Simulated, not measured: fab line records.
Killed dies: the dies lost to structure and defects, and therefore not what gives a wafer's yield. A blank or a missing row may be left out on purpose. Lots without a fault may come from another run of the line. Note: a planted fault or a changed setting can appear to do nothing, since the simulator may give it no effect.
Comparing a struck lot with a sound one + flow gf180mcu + 17 steps out of a route of 602
Sound: the wafers L513.2, L513.3, L513.5. Struck: wafers L522.2, L522.3, L522.6. The cause comes at the end.
Order at every step that has rows: each side's tool, ch and its chambers, its first start. Under that, the readings that differ: sound wafers + struck wafers + difference of the means + sigmas: that difference in standard deviations of wafers without a fault.
alike: a reading whose means differ by less than 2 such deviations, as well as words and numbers matching on both sides. not compared: withheld readings; readings where some wafer has no value; bounds like >300 that might hide an equal value; numbers whose values overlap and for which the record gives no deviation.
Wherever a step has rows on one side only, a row that says differs or no value, or a row with sigmas, the two part there. Non-overlapping numbers with no deviation appear without sigmas and do not part them. A reading that every wafer of one side lacks parts them only if that side has two wafers or more.

first, 3 steps without rows for these wafers: GF_V3_EXPOSE_11 (exposes mask Via3, target cd 260 nm); GF_V3_PEB_12 (peb time 90 s); GF_V3_DEVELOP_13 (develop time 60 s).
GF_V3_CD_MEAS_14: the cd target is 260 nm.
  sound on cdSem-02 at day 25 00:43; struck on cdSem-01 at day 27 10:40
  alike: cdNm
GF_V3_OVL_MEAS_15:
  sound on overlay-02 at day 25 00:50; struck on overlay-02 at day 27 10:46
  alike: V3_OVL
then, 1 step without rows for these wafers: GF_V3_ETCH_16 (etches BARC in N2/H2).
GF_V3_ETCH_17: etches SiO2 in C4F8/O2/Ar, stops on TiN, target depth 635 nm.
  sound: rieDiel-02 ch 1,3; struck: rieDiel-02 ch 0,3
  alike: oesProductAu
GF_V3_STRIP_18: strips in O2/N2.
  sound on plasmaAsher-01 ch 0,1, day 25 00:59; struck on plasmaAsher-03 ch 0,1, day 27 10:56
  alike: drypumpMotorCurrentA, heaterPowerW, oesProductAu
  not compared: rfHoursCounterH
then, 2 steps without rows for these wafers: GF_V3_STRIP_19 (strips in post etch residue remover, time 1200 s); GF_V3_CLEAN_20 (cleans in DIW).
GF_V3_SPUTTER_21: material Ti, target thk 15 nm, time 80.02 s.
  sound on pvdSputter-03 at day 25 01:34; struck on pvdSputter-02 at day 27 11:31
  alike: throttleValvePct
GF_V3_SPUTTER_22: material TiN, target thk 10 nm, time 40 s.
  sound on pvdSputter-03 at day 25 01:37; struck on pvdSputter-02 at day 27 11:34
  alike: throttleValvePct
GF_V3_CVD_23: deposits W, target thk 350 nm, time 104.9 s.
  sound on cvdW-02 ch 0, day 25 01:40; struck on cvdW-02 ch 1, day 27 11:39
| reading          | sound       | struck      | difference | sigmas |
|------------------|-------------|-------------|------------|--------|
| heaterPowerW (W) | 863 861 847 | 929 898 928 | +61        | +2     |
  alike: heaterPowerOuterW
GF_V3_RS_MEAS_24: the measuring method here is four-point-probe.
  sound on filmMetro-01 at day 25 01:47; struck on filmMetro-03 at day 27 12:09
| reading          | sound             | struck            | difference | sigmas |
|------------------|-------------------|-------------------|------------|--------|
| V3_W_RS (ohm/sq) | 0.332 0.330 0.333 | 0.481 0.484 0.484 | +0.151     | +31    |
  not compared: hold
GF_V3_THK_MEAS_25: measures by xrf.
  sound on filmMetro-01 at day 25 01:54; struck on filmMetro-03 at day 27 13:58
| reading       | sound       | struck      | difference | sigmas |
|---------------|-------------|-------------|------------|--------|
| V3_W_THK (nm) | 358 359 357 | 276 276 274 | -83        | -13    |
  not compared: hold
GF_V3_CMP_26: polishes, stops on SiO2, t overpolish 15 s, target thk 0 nm.
  sound on cmp-01 ch 1,2,3, day 25 01:57; struck on cmp-02 ch 0,1,3, day 27 22:46
| reading | sound | struck                                                                  | difference                   | sigmas |
|---------|-------|-------------------------------------------------------------------------|------------------------------|--------|
| hold    | - - - | awaitDispo/8.6h/release awaitDispo/8.6h/release awaitDispo/8.6h/release | no value on the sound wafers |        |
  alike: motorCurrentA, overpolishRunS, timeToEndpointS
-- the record jumps here: 5 days lie between the struck wafers' starts before and after (it left off in module V3 and takes up again in module PASSIVATION, whose first step shown is number 602 of the route) --
GF_PASSIVATION_PROBE_99:
  record: rows for the struck wafers here (prober-02, day 33 05:22), none for the sound ones

## WHERE THEY PART
At GF_V3_CVD_23 first; at GF_PASSIVATION_PROBE_99 last (within this record only).

WHY: the cause the simulator had injected
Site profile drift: cvdW-02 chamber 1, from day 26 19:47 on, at GF_V3_CVD_23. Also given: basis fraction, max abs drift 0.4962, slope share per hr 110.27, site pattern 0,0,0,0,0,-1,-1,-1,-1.
